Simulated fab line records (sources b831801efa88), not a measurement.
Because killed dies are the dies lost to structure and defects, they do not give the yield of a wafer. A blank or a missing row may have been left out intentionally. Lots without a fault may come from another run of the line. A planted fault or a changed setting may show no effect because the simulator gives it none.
Chamber matching -- flow sky130 -- SKY_PAD_OPEN_ETCH_07 on rie diel-03 has 4 sister chambers
The step etches the open film in CF4/O2, stops on AlCu, target depth 725 nm, time 161.1 s. 14 wafers are shown with their chamber, then 7 later ones without.

== WAFERS PAIRED WITH THEIR CHAMBERS ==
wafer,chamber,oes product au (a.u.),O2_flow_sccm (sccm),bias w (W)
L834.2,2,0.971,10.031,150.4
L834.4,2,0.970,9.999,150.0
L834.5,2,0.976,10.019,150.0
L836.1,2,0.971,10.012,149.2
L836.2,1,0.976,9.945,150.2
L836.6,1,0.980,9.952,150.4
L840.1,3,0.974,9.978,149.9
L840.4,1,0.986,9.995,150.0
L840.5,1,0.995,10.010,149.9
L853.1,1,0.971,9.993,150.8
L853.4,3,0.981,9.974,150.5
L853.5,0,0.965,10.024,150.3
L854.3,3,0.976,9.978,150.1
L854.5,1,0.978,10.029,149.0

SIGNATURES, as means of the wafers listed above
reading,chamber 0,chamber 1,chamber 2,chamber 3,scatter within a chamber
oes product au,0.96500,0.98100,0.97200,0.97700,0.00636
O2_flow_sccm,10.02400,9.98733,10.01525,9.97667,0.0243
bias w,150.300,150.050,149.900,150.167,0.527
Rule: for each reading, subtract the chamber's mean from the wafer's reading, divide by that reading's scatter and square the result; add these up over the readings and take the root, which gives the wafer's distance from the chamber. If the next closest chamber is less than 2 further off than the closest, the wafer can't be placed; otherwise it belongs to the closest. How the scatter is found: for the shown wafers, subtract from each reading the mean of its chamber, square and add these, divide the total by (wafers less chambers), then take the root.

== WAFERS WITHOUT THEIR CHAMBER ==
wafer,oes product au (a.u.),O2_flow_sccm (sccm),bias w (W)
L854.6,0.977,9.988,150.0
L855.3,0.965,9.955,149.7
L855.4,0.978,10.016,150.5
L855.6,0.975,10.002,149.9
L857.2,0.967,10.053,150.1
L857.4,0.975,9.950,150.4
L857.5,0.966,9.947,150.1

== WHICH CHAMBER EACH WENT THROUGH ==
wafer,from the rows above,in truth
L854.6,can't be placed: 3 or 1 or 2 or 0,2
L855.3,can't be placed: 3 or 2 or 1 or 0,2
L855.4,can't be placed: 2 or 1 or 3 or 0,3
L855.6,can't be placed: 2 or 1 or 3 or 0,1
L857.2,can't be placed: 0 or 2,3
L857.4,can't be placed: 3 or 1 or 2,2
L857.5,can't be placed: 3 or 1 or 2 or 0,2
Correctly placed: 0 of 7. Not placeable from these rows: 7 (in 6, the candidates include the true chamber). Placed wrongly: 0.
